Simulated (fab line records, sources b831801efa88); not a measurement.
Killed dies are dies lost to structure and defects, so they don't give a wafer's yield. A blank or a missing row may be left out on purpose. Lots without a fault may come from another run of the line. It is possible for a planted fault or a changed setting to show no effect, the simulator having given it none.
fab line records	flow sky130
record: lots: 14	wafers: 41	lastDay: 51
route steps=708 shown METAL1@439 VIA1@472 METAL2@483
lots that met no fault: from a run of the same line without faults
startH: hours from the record's opening day to when the first of the lot's shown wafers began	waitH: how many hours have passed since the lot's step before this one	" identical to the entry in the row above	L1.1+2: several wafers, shown together as one row	- value missing, or start not given	* or withheld: withheld	< > ~ a bound
route shown NAME@n: NAME is a module with steps in the file, n the number in the route of the first one	usual: average and standard deviation across the fault-free wafers	same: alike in all rows	chamber/n: place in a boat	sites: the reading at each site	_std_site: their standard deviation	_edge_site: inner sites' mean taken away from outer sites' mean	radiusMm: for every site, how far away it sits from the centre of the wafer	mask NAME#n: copy n	behind: the most recent tool/chamber to have shaped the wafer	hold: why the lot went on hold/how many hours it stayed there/how the hold came to an end	device: whichever transistor did not switch (one of n, p or np)	end of line: the same wafers' tests at the end of the route	a step given without rows: its recipe and nothing more	killed: dies that structure and defects cost at the first sort, which is not the same as the wafer's yield	map: shows each die of a wafer: x if killed, . if not, _ if none is there
set.NAME: the setting as run; set.NAME@STEP: as run at that earlier step	model.NAME: the simulator's own value behind a step, which no gauge read
route steps across a sampled set of lots; one table per step, one row per wafer
services: when a tool's chamber went out of use (startH, in hours from the record's first day, below 0 if earlier), for how many hours, and the reason
== steps ==
step: SKY_METAL1_RS_MEAS_05
recipe: thkMeasGauge: four-point-probe	reads: TiN_of_METAL1_SPUTTER_04+Ti_of_METAL1_SPUTTER_03+AlCu_of_METAL1_SPUTTER_02+TiN_of_METAL1_SPUTTER_01+Ti_of_METAL1_SPUTTER_00
usual: METAL1_ALCU_RS: 0.1274/0.0012
lot.wafer	tool	chamber	startH	waitH	METAL1_ALCU_RS[ohm/sq]
L990.1	filmMetro-01	-	739.46	0.0	0.1259
L990.3	"	-	"	"	0.1265
L990.6	"	-	"	"	0.1261
L991.2	filmMetro-01	-	744.93	0.0	0.1295
L991.3	"	-	"	"	0.1302
L991.4	"	-	"	"	0.1283
L992.1	filmMetro-01	-	756.57	0.0	0.1261
L992.3	"	-	"	"	0.1275
L992.5	"	-	"	"	0.1267
L993.1	filmMetro-01	-	765.48	0.0	0.1252
L993.2	"	-	"	"	0.1266
L993.3	"	-	"	"	0.1253
L994.2	filmMetro-03	-	770.00	0.0	0.1278
L994.5	"	-	"	"	0.1278
L994.6	"	-	"	"	0.1276
L997.4	filmMetro-03	-	805.84	0.1	0.1294
L997.5	"	-	"	"	0.1281
L997.6	"	-	"	"	0.1278
L998.2	filmMetro-04	-	809.64	0.0	0.1261
L998.4	"	-	"	"	0.1286
L998.6	"	-	"	"	0.1294
L999.1	filmMetro-03	-	815.83	0.0	0.1244
L999.3	"	-	"	"	0.1280
L999.5	"	-	"	"	0.1262
L103.1	filmMetro-03	-	844.03	0.0	0.1264
L103.2	"	-	"	"	0.1270
L105.2	filmMetro-04	-	867.10	0.1	0.1285
L105.3	"	-	"	"	0.1275
L105.5	"	-	"	"	0.1291
L109.2	filmMetro-04	-	893.16	0.0	0.1285
L109.4	"	-	"	"	0.1286
L109.6	"	-	"	"	0.1274
L111.1	filmMetro-01	-	916.62	0.0	0.1277
L111.4	"	-	"	"	0.1286
L111.5	"	-	"	"	0.1285
L112.1	filmMetro-01	-	918.99	0.0	0.1274
L112.3	"	-	"	"	0.1260
L112.6	"	-	"	"	0.1265
L113.4	filmMetro-03	-	927.69	0.1	0.1278
L113.5	"	-	"	"	0.1275
L113.6	"	-	"	"	0.1252
step: SKY_VIA1_ETCH_14
recipe: chemistry: N2/H2	target: BARC	ionEnergyEv: 200	sourceW: 500	biasW: 100	pressureMtorr: 30	n2FlowSccm: 100	h2FlowSccm: 200	stopOn: SiO2	timeS: 45.9	targetDepthA: 600
usual: drypumpMotorCurrentA: 5.8/0.44	oesProductAu: 0.854/0.0051	runLengthS: 74.2/0.37	throttleValvePct: 13.225/0.01
lot.wafer	tool	chamber	startH	waitH	drypumpMotorCurrentA	oesProductAu	rfHoursCounterH	runLengthS	throttleValvePct
L990.1	rieDiel-02	3	796.37	0.0	6.3	0.859	6	74.4	13.222
L990.3	"	0	"	"	6.2	0.847	9	75.1	13.232
L990.6	"	3	"	"	6.3	0.858	-	74.3	13.207
L991.2	rieDiel-04	0	801.67	0.0	5.8	0.852	2	73.7	13.214
L991.3	"	2	"	"	5.4	0.853	15	74.8	13.220
L991.4	"	3	"	"	5.3	0.853	5	74.3	13.222
L992.1	rieDiel-03	3	812.67	0.0	6.2	0.866	20	73.8	13.223
L992.3	"	0	"	"	6.6	0.849	20	74.5	13.221
L992.5	"	2	"	"	5.6	0.849	-	74.6	13.220
L993.1	rieDiel-03	1	821.42	0.0	5.1	0.857	3	74.9	13.229
L993.2	"	3	"	"	6.2	0.855	20	74.0	13.223
L993.3	"	0	"	"	6.7	0.854	20	74.6	13.195
L994.2	rieDiel-04	3	825.11	0.0	5.3	0.858	5	74.5	13.223
L994.5	"	1	"	"	4.9	0.860	-	74.2	13.233
L994.6	"	0	"	"	5.8	0.853	-	73.8	13.226
L997.4	rieDiel-02	1	861.51	0.0	5.6	0.852	20	73.8	13.244
L997.5	"	0	"	"	6.2	0.861	-	74.7	13.230
L997.6	"	3	"	"	6.3	0.854	-	74.3	13.208
L998.2	rieDiel-04	3	864.62	0.0	5.3	0.858	6	74.7	13.224
L998.4	"	0	"	"	5.8	0.859	3	74.0	13.234
L998.6	"	3	"	"	5.3	0.863	-	74.5	13.233
L999.1	rieDiel-02	1	872.22	0.0	5.6	0.855	20	73.8	13.212
L999.3	"	0	"	"	6.2	0.847	11	74.3	13.222
L999.5	"	2	"	"	5.7	0.851	-	74.2	13.230
L103.1	rieDiel-04	0	899.37	0.0	5.8	0.857	4	73.7	13.224
L103.2	"	3	"	"	5.3	0.997	7	50.2	13.212
L105.2	rieDiel-04	1	920.17	0.0	4.9	1.000	10	50.0	13.240
L105.3	"	0	"	"	5.7	0.856	4	73.9	13.229
L105.5	"	3	"	"	5.3	0.853	-	74.2	13.229
L109.2	rieDiel-02	2	945.87	0.0	5.7	0.859	28	74.4	13.229
L109.4	"	1	"	"	5.5	0.854	23	73.4	13.217
L109.6	"	1	"	"	5.6	0.855	-	73.6	13.214
L111.1	rieDiel-02	1	968.17	0.0	5.6	0.859	23	73.8	13.247
L111.4	"	2	"	"	5.7	0.862	28	74.0	13.226
L111.5	"	1	"	"	5.6	0.863	-	73.4	13.229
L112.1	rieDiel-02	0	970.62	0.0	6.2	0.858	14	74.4	13.219
L112.3	"	2	"	"	5.7	0.848	28	74.2	13.228
L112.6	"	3	"	"	6.3	0.848	-	74.1	13.229
L113.4	rieDiel-02	1	978.72	0.0	5.6	0.847	24	73.8	13.233
L113.5	"	2	"	"	5.7	0.855	-	73.9	13.225
L113.6	"	3	"	"	6.3	0.853	-	74.3	13.226
step: SKY_VIA1_ETCH_15
recipe: target: SiO2	chemistry: C4F8/O2/Ar	targetDepthNm: 351	stopOn: TiN	maskMaterial: KrF-thick	sourceW: 1500	biasW: 1200	pressureMtorr: 40	c4f8FlowSccm: withheld	O2_flow_sccm: 6	Ar_flow_sccm: 300	timeS: 54
usual: oesProductAu: 0.984/0.0063	runLengthS: 82.3/0.35
lot.wafer	tool	chamber	startH	waitH	oesProductAu	rfHoursCounterH	runLengthS
L990.1	rieDiel-02	3	796.41	0.0	0.979	6	82.6
L990.3	"	0	"	"	0.990	9	82.7
L990.6	"	3	"	"	0.975	-	82.3
L991.2	rieDiel-04	0	801.71	0.0	0.979	2	82.1
L991.3	"	2	"	"	0.985	15	82.1
L991.4	"	3	"	"	0.983	5	82.4
L992.1	rieDiel-03	3	812.71	0.0	0.994	20	82.0
L992.3	"	0	"	"	0.985	20	82.2
L992.5	"	2	"	"	0.995	-	82.3
L993.1	rieDiel-03	1	821.46	0.0	0.985	3	82.5
L993.2	"	3	"	"	0.986	20	82.2
L993.3	"	0	"	"	0.989	20	82.7
L994.2	rieDiel-04	3	825.16	0.0	0.988	5	82.6
L994.5	"	1	"	"	0.982	-	82.7
L994.6	"	0	"	"	0.980	-	81.8
L997.4	rieDiel-02	1	861.56	0.0	0.989	20	81.5
L997.5	"	0	"	"	0.984	-	82.5
L997.6	"	3	"	"	0.985	-	82.3
L998.2	rieDiel-04	3	864.66	0.0	0.982	6	82.4
L998.4	"	0	"	"	0.982	3	81.7
L998.6	"	3	"	"	0.991	-	82.2
L999.1	rieDiel-02	1	872.26	0.0	0.995	20	81.7
L999.3	"	0	"	"	0.985	11	82.8
L999.5	"	2	"	"	0.983	-	81.9
L103.1	rieDiel-04	0	899.41	0.0	0.991	4	82.0
L103.2	"	3	"	"	0.383	7	82.8
L105.2	rieDiel-04	1	920.21	0.0	0.377	10	82.2
L105.3	"	0	"	"	0.990	4	81.8
L105.5	"	3	"	"	0.983	-	82.6
L109.2	rieDiel-02	2	945.91	0.0	0.976	28	82.2
L109.4	"	1	"	"	0.989	23	82.3
L109.6	"	1	"	"	0.980	-	81.8
L111.1	rieDiel-02	1	968.21	0.0	0.976	23	81.6
L111.4	"	2	"	"	0.968	28	82.1
L111.5	"	1	"	"	0.983	-	82.3
L112.1	rieDiel-02	0	970.66	0.0	0.987	14	82.5
L112.3	"	2	"	"	0.972	28	82.3
L112.6	"	3	"	"	0.985	-	82.1
L113.4	rieDiel-02	1	978.76	0.0	0.988	24	81.6
L113.5	"	2	"	"	0.982	-	82.0
L113.6	"	3	"	"	0.995	-	82.1
step: SKY_VIA1_STRIP_16
recipe: chemistry: O2/N2	powerW: 1400	pressureMtorr: 1500	platenTempC: withheld	o2FlowSccm: 3000	n2FlowSccm: 300	overashFraction: 0.5
usual: drypumpMotorCurrentA: 5.3/0.34	oesProductAu: 0.415/0.0046	stripTimeToEndpointS: 4.447/0.025
lot.wafer	tool	chamber	startH	waitH	drypumpMotorCurrentA	oesProductAu	rfHoursCounterH	stripTimeToEndpointS
L990.1	plasmaAsher-02	1	796.46	0.0	5.4	0.414	96	4.444
L990.3	"	1	"	"	5.4	0.416	-	4.415
L990.6	"	0	"	"	5.1	0.413	-	4.435
L991.2	plasmaAsher-03	0	801.76	0.0	5.4	0.413	34	4.462
L991.3	"	0	"	"	5.4	0.418	-	4.482
L991.4	"	1	"	"	5.2	0.420	-	4.473
L992.1	plasmaAsher-03	1	812.76	0.0	5.2	0.421	35	4.418
L992.3	"	0	"	"	5.4	0.420	-	4.448
L992.5	"	0	"	"	5.4	0.418	-	4.453
L993.1	plasmaAsher-01	0	821.51	0.0	5.9	0.418	69	4.461
L993.2	"	1	"	"	4.6	0.412	69	4.433
L993.3	"	0	"	"	5.9	0.412	-	4.476
L994.2	plasmaAsher-02	1	825.20	0.0	5.4	0.417	99	4.453
L994.5	"	0	"	"	5.0	0.420	-	4.466
L994.6	"	1	"	"	5.4	0.414	-	4.488
L997.4	plasmaAsher-02	0	861.64	0.1	5.1	0.401	-	4.405
L997.5	"	1	"	"	5.4	0.417	-	4.404
L997.6	"	0	"	"	5.1	0.414	-	4.415
L998.2	plasmaAsher-02	1	864.71	0.0	5.4	0.416	103	4.466
L998.4	"	1	"	"	5.4	0.413	-	4.455
L998.6	"	1	"	"	5.4	0.418	-	4.485
L999.1	plasmaAsher-02	0	872.31	0.0	5.1	0.412	103	4.385
L999.3	"	1	"	"	5.4	0.415	-	4.389
L999.5	"	0	"	"	5.1	0.413	-	4.456
L103.1	plasmaAsher-01	1	899.46	0.0	4.6	0.414	76	4.421
L103.2	"	0	"	"	5.9	0.428	76	4.691
L105.2	plasmaAsher-03	0	920.26	0.0	5.4	0.426	47	4.691
L105.3	"	1	"	"	5.2	0.413	-	4.477
L105.5	"	1	"	"	5.2	0.420	-	4.469
L109.2	plasmaAsher-03	0	945.96	0.0	5.4	0.412	49	4.469
L109.4	"	0	"	"	5.4	0.412	-	4.428
L109.6	"	1	"	"	5.2	0.409	-	4.416
L111.1	plasmaAsher-03	1	968.25	0.0	5.2	0.407	51	4.465
L111.4	"	1	"	"	5.2	0.416	-	4.493
L111.5	"	0	"	"	5.4	0.420	-	4.472
L112.1	plasmaAsher-03	0	970.70	0.0	5.4	0.418	52	4.459
L112.3	"	1	"	"	5.2	0.418	-	4.503
L112.6	"	0	"	"	5.4	0.414	-	4.478
L113.4	plasmaAsher-03	0	978.84	0.1	5.4	0.413	-	4.422
L113.5	"	0	"	"	5.4	0.413	-	4.475
L113.6	"	1	"	"	5.2	0.419	-	4.397
step: SKY_VIA1_CMP_24
recipe: stopOn: SiO2	tOverpolishS: 15	downForcePsi: 3.5	platenRpm: 60	targetThkNm: 0	padVelocityMS: 0.94248
usual: motorCurrentA: 11.1/1.7	slurryFlowMlMin: 150.0/0.45
lot.wafer	tool	chamber	startH	waitH	motorCurrentA	slurryFlowMlMin
L990.3	cmp-02	1	797.39	0.0	8.6	150.2
L990.1	"	0	"	"	11.5	150.1
L990.6	"	2	"	"	10.4	149.9
L991.3	cmp-02	2	802.69	0.0	10.0	150.0
L991.4	"	0	"	"	11.8	149.9
L991.2	"	1	"	"	8.7	149.7
L992.3	cmp-02	2	813.74	0.1	9.8	151.0
L992.1	"	3	"	"	10.7	149.4
L992.5	"	2	"	"	10.2	150.5
L993.3	cmp-02	2	822.43	0.0	10.4	149.4
L993.2	"	3	"	"	10.3	149.6
L993.1	"	1	"	"	8.7	149.4
L994.2	cmp-02	3	826.13	0.0	10.2	149.8
L994.5	"	3	"	"	10.4	150.3
L994.6	"	0	"	"	11.7	148.6
L997.4	cmp-01	2	862.69	0.1	10.4	149.9
L997.6	"	0	"	"	13.0	148.9
L997.5	"	1	"	"	10.4	150.3
L998.4	cmp-02	1	865.78	0.1	9.0	150.2
L998.2	"	3	"	"	10.7	149.0
L998.6	"	0	"	"	11.4	150.5
L999.3	cmp-01	3	873.27	0.0	13.3	150.3
L999.1	"	1	"	"	10.9	150.1
L999.5	"	3	"	"	14.6	150.7
L103.2	cmp-01	2	900.42	0.0	10.4	150.5
L103.1	"	3	"	"	13.3	150.3
L105.3	cmp-01	3	921.19	0.0	14.6	150.2
L105.2	"	0	"	"	12.8	150.1
L105.5	"	0	"	"	13.2	148.7
L109.2	cmp-01	0	947.03	0.2	12.3	150.7
L109.4	"	1	"	"	10.7	149.1
L109.6	"	0	"	"	12.8	149.6
L111.1	cmp-01	0	969.26	0.1	11.7	149.4
L111.4	"	2	"	"	9.9	150.2
L111.5	"	0	"	"	12.9	149.6
L112.1	cmp-02	0	971.74	0.1	11.7	150.0
L112.3	"	1	"	"	8.6	149.7
L112.6	"	3	"	"	9.8	149.8
L113.4	cmp-01	3	979.87	0.1	14.0	150.7
L113.6	"	2	"	"	10.6	150.6
L113.5	"	3	"	"	13.9	149.9
step: SKY_METAL2_SPUTTER_00
recipe: material: Ti	targetThkNm: 15	powerW: 3000	timeS: 10	chamberPressurePa: 0.4
usual: throttleValvePct: 29.5/1.1
lot.wafer	tool	chamber	startH	waitH	throttleValvePct
L990.1	pvdSputter-01	-	797.69	0.1	29.6
L990.3	"	-	"	"	30.3
L990.6	"	-	"	"	31.0
L991.2	pvdSputter-04	-	802.99	0.1	29.3
L991.3	"	-	"	"	30.7
L991.4	"	-	"	"	29.1
L992.1	pvdSputter-02	-	813.99	0.1	28.3
L992.3	"	-	"	"	30.0
L992.5	"	-	"	"	28.3
L993.1	pvdSputter-01	-	822.73	0.1	31.1
L993.2	"	-	"	"	30.0
L993.3	"	-	"	"	30.6
L994.2	pvdSputter-04	-	826.43	0.2	29.4
L994.5	"	-	"	"	29.7
L994.6	"	-	"	"	30.9
L997.4	pvdSputter-02	-	862.89	0.1	26.8
L997.5	"	-	"	"	28.3
L997.6	"	-	"	"	27.1
L998.2	pvdSputter-04	-	866.03	0.1	29.4
L998.4	"	-	"	"	30.6
L998.6	"	-	"	"	30.7
L999.1	pvdSputter-04	-	873.57	0.1	30.7
L999.3	"	-	"	"	29.4
L999.5	"	-	"	"	29.5
L103.1	pvdSputter-02	-	900.72	0.2	30.4
L105.3	pvdSputter-04	-	921.49	0.2	28.8
L105.5	"	-	"	"	30.7
L109.2	pvdSputter-04	-	947.33	0.2	28.9
L109.4	"	-	"	"	29.3
L109.6	"	-	"	"	29.0
L111.1	pvdSputter-04	-	969.51	0.2	29.7
L111.4	"	-	"	"	30.3
L111.5	"	-	"	"	29.6
L112.1	pvdSputter-01	-	971.94	0.1	29.6
L112.3	"	-	"	"	29.8
L112.6	"	-	"	"	30.3
L113.4	pvdSputter-01	-	980.12	0.2	29.9
L113.5	"	-	"	"	29.8
L113.6	"	-	"	"	30.6
== services ==
tool	chamber	startH	hours	kind
pvdSputter-01	-	786.14	1.7	repair
cmp-02	-	788.36	1.5	repair
plasmaAsher-03	-	788.75	2.1	repair
plasmaAsher-03	-	790.91	9.2	repair
rieDiel-03	2	796.38	4.5	repair
cmp-01	-	809.20	3.0	repair
rieDiel-04	-	825.39	0.6	repair
rieDiel-04	1	829.96	9.1	repair
rieDiel-03	-	835.09	0.1	repair
pvdSputter-01	-	853.43	13.4	repair
pvdSputter-02	-	863.63	7.7	repair
rieDiel-04	3	875.23	5.5	repair
rieDiel-02	0	882.10	8.4	repair
plasmaAsher-02	-	907.05	1.3	repair
cmp-02	-	912.00	4.0	pm
rieDiel-03	0	919.86	11.3	repair
pvdSputter-01	-	921.39	1.7	repair
rieDiel-03	1	925.90	2.8	repair
cmp-02	-	944.91	4.8	repair
rieDiel-04	1	967.04	4.1	repair
pvdSputter-01	-	967.40	4.0	repair
rieDiel-02	3	971.26	4.9	repair
rieDiel-04	-	971.53	2.8	pm
cmp-02	-	974.45	3.7	pm
== key ==
firstSign: step: SKY_VIA1_ETCH_14	reading: runLengthS	direction: down	sigmas: 65	usual: *	struck: *
effect: step: SKY_VIA1_ETCH_14	reading: oesProductAu	direction: up	sigmas: 29	usual: 0.854	struck: 0.999
effect: step: SKY_VIA1_ETCH_15	reading: oesProductAu	direction: down	sigmas: 96	usual: 0.984	struck: 0.380
effect: step: SKY_VIA1_STRIP_16	reading: stripTimeToEndpointS	direction: up	sigmas: 9.9	usual: *	struck: *
effect: step: SKY_METAL2_SPUTTER_00	reading: visit	direction: missing
metAt SKY_VIA1_ETCH_14
struckLots L103,L105
struckWafers L103.2,L105.2
laterRowsLeftOut L103.2,L105.2
sortLeftOut L103.2,L105.2
notActingAt SKY_METAL1_RS_MEAS_05,SKY_VIA1_CMP_24
onsetBetween 864.62 899.37
fault: kind: processParameterDrift	tool: rieDiel-04	chamber: -	onsetH: 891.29	steps: SKY_VIA1_ETCH_14	channel: timeS	offset: *	shape: step	endH: 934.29	scope: struckWafersOnly	actsIn: *	stated: *
sortLeftOut: the simulated sort isn't trusted on such a fault, so these wafers' sort isn't shown, and their yield isn't known
laterRowsLeftOut: the simulator's readings of these wafers behind a module that went badly wrong aren't trusted and aren't shown, but for the sort
